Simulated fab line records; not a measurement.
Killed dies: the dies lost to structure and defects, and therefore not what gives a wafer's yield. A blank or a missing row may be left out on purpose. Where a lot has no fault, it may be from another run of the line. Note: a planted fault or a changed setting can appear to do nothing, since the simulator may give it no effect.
Chamber matching ; flow gf180mcu ; GF_V2_CVD_02 on pecvd-03 has 3 sister chambers
The step deposits SiO2 from TEOS, target thk 850 nm, time 94.851 s. 6 wafers are shown with their chamber, then 7 later ones without.

== WAFERS, EACH WITH ITS CHAMBER ==
wafer;chamber;heaterPowerW (W);susceptorTempC (C)
L596.2;1;669;400.00
L601.1;2;562;399.97
L601.2;0;583;400.10
L601.5;2;622;400.31
L609.2;0;637;400.10
L609.3;1;681;400.03

== WAFERS WHOSE CHAMBER IS MISSING ==
wafer;heaterPowerW (W);susceptorTempC (C)
L609.6;666;399.96
L611.1;574;399.74
L611.2;694;400.36
L611.6;619;399.81
L612.1;651;399.92
L612.2;676;400.76
L612.4;541;400.29

== CHAMBER TAKEN BY EACH ==
wafer;from the rows above;in truth
L609.6;can't be placed: 1 or 0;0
L611.1;can't be placed: 0 or 2 or 1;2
L611.2;can't be placed: 1 or 0 or 2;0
L611.6;can't be placed: 0 or 1 or 2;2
L612.1;can't be placed: 1 or 0 or 2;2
L612.2;can't be placed: 2 or 0 or 1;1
L612.4;can't be placed: 2 or 0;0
0 of 7 placed correctly. Cannot be placed on the basis of these rows: 7; the candidates contain the true chamber in 7. 0 placed wrongly.
How it was worked out, from the rows above alone: a wafer's distance from a chamber is the root of the sum, over the readings, of the square of ((its reading less the chamber's mean) divided by the reading's scatter). The wafer belongs to the nearest chamber; if the next one is less than 2 further off, it can't be placed. Each chamber's mean is taken over the wafers shown for it. The scatter: take each reading less its chamber's mean, square it, sum over the shown wafers, divide by the number of wafers less the number of chambers, and take the root.
